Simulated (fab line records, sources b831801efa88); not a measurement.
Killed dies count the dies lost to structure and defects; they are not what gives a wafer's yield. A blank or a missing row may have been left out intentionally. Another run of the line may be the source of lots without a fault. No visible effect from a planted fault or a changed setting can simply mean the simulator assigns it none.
A lot that was struck, set against a sound lot -- flow sky130 -- 14 out of 708 route steps
Sound: the wafers L110.1, L110.5, L110.6. Wafers struck: L114.3, L114.4, L114.6. Last of all comes the cause.
At each step with rows: each side's tool, then ch and its chambers, then its first start. Under that, the readings that differ: sound wafers -- struck wafers -- difference of the means -- sigmas: that difference in standard deviations of wafers without a fault.
alike: readings with means less than 2 such deviations apart, plus words and numbers identical on both sides. not compared: withheld readings, readings lacking a value on some wafer, bounds such as >300 that could conceal the same value, and numbers that have no deviation in the record and whose values overlap.
A row with sigmas, a row that says differs or no value, or rows on one side alone: a step with any of these is where the two part. When numbers do not overlap yet have no deviation, they are printed without sigmas and do not part them. A reading that every wafer of one side lacks parts them only if that side has two wafers or more.

SKY_SD_N_RS_MEAS_18: measures by four-point-probe.
  sound: film metro-01 at day 29 02:24; struck: film metro-01 at day 30 09:53
  alike: RES_XHIGH_RS
then, 2 steps without rows for these wafers: SKY_SALICIDE_CLEAN_00 (cleans in HF-last, time 30 s); SKY_LI_CONTACT_HDPCVD_00 (deposits PSG, target thk 930 nm, time 155 s).
SKY_LI_CONTACT_THK_MEAS_01:
  sound: film metro-04 at day 29 02:38; struck: film metro-02 at day 30 10:06
  alike: LI_CONTACT_HDPCVD_THK
SKY_LI_CONTACT_CMP_02: polishes PSG.
  sound on cmp-01 ch 0,1, day 29 02:42; struck on cmp-02 ch 1,3, day 30 10:08
  alike: motor current A, slurry filter dp kPa, time to endpoint s
SKY_LI_CONTACT_BOW_MEAS_03:
  sound: film metro-01 at day 29 03:00; struck: film metro-02 at day 30 10:29
  alike: LI_CONTACT_BOW
then, 6 steps without rows for these wafers: SKY_LI_CONTACT_DEHYDRATE_04 (time 60 s); SKY_LI_CONTACT_HMDS_05 (prime time 60 s); SKY_LI_CONTACT_COAT_06 (resist thk 60 nm); SKY_LI_CONTACT_COAT_07 (resist thk 450 nm); SKY_LI_CONTACT_SOFTBAKE_08 (time 90 s); SKY_LI_CONTACT_EXPOSE_09 (exposes mask LICM1, target cd 170 nm).
SKY_LI_CONTACT_PEB_10:
  sound on litho track-04 ch 0, day 30 06:00; struck on litho track-01, day 31 13:00
reading,sound,struck,difference,sigmas
exhaust pa (Pa),46.2 46.4 44.8,- - -,no value on the struck wafers,
  not compared: chill plate temp C
then, 1 step without rows for these wafers: SKY_LI_CONTACT_DEVELOP_11 (develop time 60 s).

== WHERE THEY PART ==
Within this record, at SKY_LI_CONTACT_PEB_10 only.

WHY: what had been put in by the simulator
Skipped step whole: litho track-01, from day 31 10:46 on, at SKY_LI_CONTACT_PEB_10. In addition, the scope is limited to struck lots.
